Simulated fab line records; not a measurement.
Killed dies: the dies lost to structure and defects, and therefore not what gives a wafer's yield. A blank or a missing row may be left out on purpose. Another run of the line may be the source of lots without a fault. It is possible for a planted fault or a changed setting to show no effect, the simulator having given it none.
A lot that was struck, set against a sound lot :: flow gf180mcu :: 40 steps out of a route of 602
Sound: the wafers L838.2, L838.3, L838.6. Struck: wafer L845.5; the same lot's L845.4 was not struck, so it is left out; see the end for the cause.
For every step that has rows: the tool of each side, followed by ch and its chambers, followed by its first start. Under that, the readings that differ: sound wafers :: struck wafers :: difference of the means :: sigmas: that difference in standard deviations of wafers without a fault.
alike: readings with means less than 2 such deviations apart, plus words and numbers identical on both sides. not compared: withheld readings, readings lacking a value on some wafer, bounds such as >300 that could conceal the same value, and numbers that have no deviation in the record and whose values overlap.
The two part at a step that has a row with sigmas, a row that says differs or no value, or rows on one side only. Numbers that have no deviation but don't overlap get no sigmas and don't part them. A reading that every wafer of one side lacks parts them only if that side has two wafers or more.

GF_V4_RS_MEAS_24: uses a four-point probe to measure.
  sound on film metro-01 at day 25 18:15; struck on film metro-03 at day 27 23:02
  alike: V4_W_RS
GF_V4_THK_MEAS_25: measures by xrf.
  sound on film metro-01 at day 25 18:22; struck on film metro-03 at day 27 23:08
  alike: V4_W_THK
then, 6 steps without rows for these wafers: GF_V4_CMP_26 (polishes, stops on SiO2, t overpolish 15 s, target thk 0 nm); GF_MIM_SPUTTER_00 (material Ti, target thk 37.5 nm, time 150 s); GF_MIM_SPUTTER_01 (material TiN, target thk 30 nm, time 25 s); GF_MIM_SPUTTER_02 (material AlCu, target thk 450 nm, time 23.9 s); GF_MIM_SPUTTER_03 (material Ti, target thk 10 nm, time 6.7 s); GF_MIM_SPUTTER_04 (material TiN, target thk 50 nm, time 41.7 s).
GF_MIM_CVD_05: deposits Si3N4, target thk 42 nm, time 29.086 s.
  sound on pecvd-04 ch 0,1,2, day 25 18:56; struck on pecvd-04 ch 0, day 27 23:41
reading: rf fwd power W (W)
sound: 444.3 444.0 445.0
struck: 449.2
difference: +4.8
sigmas: +2
  alike: heater power w
GF_MIM_THK_MEAS_06:
  sound on film metro-04 at day 25 18:58; struck on film metro-04 at day 27 23:44
  alike: MIM_CVD_05_THK
then, 1 step without rows for these wafers: GF_MIM_SPUTTER_07 (material TiN, target thk 60 nm, time 50 s).
GF_MIM_SPUTTER_08: material AlCu, target thk 200 nm, time 10.6 s.
  sound on pvd sputter-04 at day 25 19:04; struck on pvd sputter-04 at day 27 23:49
  alike: throttle valve pct
GF_MIM_SPUTTER_09: material TiN, target thk 35 nm, time 29.2 s.
  sound on pvd sputter-04 at day 25 19:05; struck on pvd sputter-04 at day 27 23:50
reading: model.TiN_of_MIM_SPUTTER_09.thk nm (nm)
sound: 35.44 35.05 35.94
struck: 41.53
difference: +6.05
sigmas: 
  alike: throttle valve pct
GF_MIM_RS_MEAS_10: uses a four-point probe to measure.
  sound on film metro-03 at day 25 19:08; struck on film metro-04 at day 27 23:56
  alike: MIM_ALCU_RS
GF_MIM_THK_MEAS_11: measures by xrf.
  sound on film metro-03 at day 25 19:15; struck on film metro-04 at day 28 00:01
  alike: MIM_ALCU_THK
then, 7 steps without rows for these wafers: GF_MIM_DEHYDRATE_12 (time 60 s); GF_MIM_HMDS_13 (prime time 60 s); GF_MIM_COAT_14 (resist thk 1000 nm); GF_MIM_SOFTBAKE_15 (time 60 s); GF_MIM_EXPOSE_16 (exposes mask FuseTop, target cd 2000 nm); GF_MIM_PEB_17; GF_MIM_DEVELOP_18 (develop time 60 s).
GF_MIM_METAL_ETCH_19: etches the open film in Cl2/BCl3, stops on Si3N4, target depth 324.5 nm, time 54.1 s.
  sound on rie metal-01 ch 0, day 26 16:09; struck on rie metal-03 ch 0, day 28 19:19
  alike: drypump motor current A, mfc cl2 sccm, oes product au, rf fwd power W, throttle valve pct
  not compared: rf hours counter h
then, 10 steps without rows for these wafers: GF_MIM_STRIP_20 (strips in O2/N2); GF_MIM_STRIP_21 (strips in post etch residue remover, time 1200 s); GF_MIM_CLEAN_22 (cleans in DIW); GF_M5_DEHYDRATE_00 (time 60 s); GF_M5_HMDS_01 (prime time 60 s); GF_M5_COAT_02 (resist thk 1000 nm); GF_M5_SOFTBAKE_03 (time 60 s); GF_M5_EXPOSE_04 (exposes mask Metal5, target cd 280 nm); GF_M5_PEB_05 (peb time 90 s); GF_M5_DEVELOP_06 (develop time 60 s).
GF_M5_CD_MEAS_07: target cd 280 nm.
  sound on cd sem-02 at day 27 13:28; struck on cd sem-01 at day 29 14:17
  alike: cd nm
GF_M5_OVL_MEAS_08:
  sound on overlay-01 at day 27 13:34; struck on overlay-01 at day 29 14:22
  alike: M5_OVL
GF_M5_ETCH_09: etches Si3N4 in CF4/O2, target depth 52 nm, time 11.6 s.
  sound on rie diel-01 ch 0,1,3, day 27 13:36; struck on rie diel-01 ch 1, day 29 14:23
reading: rf fwd power W (W)
sound: 793 786 781
struck: 777
difference: -10
sigmas: -2
  alike: drypump motor current A, oes product au, throttle valve pct
  not compared: rf hours counter h
then, 1 step without rows for these wafers: GF_M5_METAL_ETCH_10 (etches the open film in Cl2/BCl3, stops on SiO2, target depth 750.8 nm, time 125.1 s).
GF_M5_STRIP_11: strips in O2/N2.
  sound on plasma asher-04 ch 1, day 27 13:45; struck on plasma asher-02 ch 0, day 29 14:34
reading: drypump motor current A (A)
sound: 5.0 5.0 5.0
struck: 6.3
difference: +1.3
sigmas: +2

reading: heater power w (W)
sound: 376 366 360
struck: 302
difference: -65
sigmas: -2
  alike: oes product au, strip time to endpoint s
  not compared: rf hours counter h
GF_M5_STRIP_12: strips in post etch residue remover, time 1200 s.
  sound on wet bench-03 ch 1, day 27 13:51; struck on wet bench-04 ch 3, day 29 14:38
reading: model.TiN_of_MIM_SPUTTER_09.thk nm (nm)
sound: 34.6 34.21 35.1
struck: 40.7
difference: +6.1
sigmas: 
then, 1 step without rows for these wafers: GF_M5_CLEAN_13 (cleans in DIW).

WHERE THEY PART
At GF_MIM_CVD_05 first; at GF_M5_STRIP_11 last (within this record only).

WHY: the cause the simulator had injected
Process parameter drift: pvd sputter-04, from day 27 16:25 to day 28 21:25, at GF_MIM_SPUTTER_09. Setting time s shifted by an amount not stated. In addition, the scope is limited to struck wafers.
